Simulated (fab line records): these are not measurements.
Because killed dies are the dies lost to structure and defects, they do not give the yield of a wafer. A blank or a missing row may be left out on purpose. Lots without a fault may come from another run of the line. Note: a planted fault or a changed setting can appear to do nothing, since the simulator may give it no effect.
Matching of chambers | flow gf180mcu | 4 sister chambers for GF_V2_CMP_04 on cmp-01
The step polishes SiO2. 16 wafers are shown with their chamber, then 8 later ones without.

== WAFERS PAIRED WITH THEIR CHAMBERS ==
wafer  | chamber | motor_current_A (A) | time_to_endpoint_s (s)
L684.1 | 0       | 11.6                | 77
L684.3 | 2       | 11.6                | 76
L684.6 | 1       | 9.6                 | 82
L685.2 | 3       | 10.8                | 72
L685.4 | 0       | 12.2                | 88
L685.5 | 3       | 10.1                | 81
L689.3 | 2       | 11.4                | 82
L689.5 | 1       | 10.1                | 89
L689.6 | 2       | 11.5                | 86
L690.2 | 2       | 12.0                | 72
L690.3 | 1       | 10.1                | 83
L690.6 | 2       | 12.3                | 76
L691.1 | 0       | 11.5                | 80
L691.3 | 3       | 9.7                 | 72
L691.5 | 2       | 11.0                | 84
L692.1 | 3       | 10.2                | 70

SIGNATURES (means of the wafers above)
reading            | chamber 0 | chamber 1 | chamber 2 | chamber 3 | scatter within a chamber
motor_current_A    | 11.767    | 9.933     | 11.633    | 10.200    | 0.421
time_to_endpoint_s | 81.67     | 84.67     | 79.33     | 73.75     | 5.13
Rule: for a wafer and a chamber, the distance is found by dividing, reading by reading, the gap between the wafer's reading and the chamber's mean by the reading's scatter, squaring, summing and taking the root. The wafer belongs to the nearest chamber; if the next one is less than 2 further off, it can't be placed. The scatter: take each reading less its chamber's mean, square it, sum over the shown wafers, divide by the number of wafers less the number of chambers, and take the root.

== WAFERS WITHOUT THEIR CHAMBER ==
wafer  | motor_current_A (A) | time_to_endpoint_s (s)
L692.3 | 10.1                | 84
L692.5 | 11.8                | 82
L705.1 | 10.1                | 86
L705.3 | 11.9                | 80
L705.6 | 11.6                | 77
L706.3 | 10.4                | 88
L706.4 | 12.0                | 85
L706.6 | 10.9                | 84

== CHAMBER TAKEN BY EACH ==
wafer  | from the rows above               | in truth
L692.3 | can't be placed: 1 or 3           | 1
L692.5 | can't be placed: 0 or 2           | 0
L705.1 | can't be placed: 1 or 3           | 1
L705.3 | can't be placed: 0 or 2           | 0
L705.6 | can't be placed: 2 or 0           | 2
L706.3 | can't be placed: 1 or 3           | 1
L706.4 | can't be placed: 0 or 2           | 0
L706.6 | can't be placed: 2 or 0 or 1 or 3 | 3
Correct placement for 0 of the 8. From these rows, 8 cannot be placed; in 8 the true chamber is one of the candidates. Wrongly placed: 0.
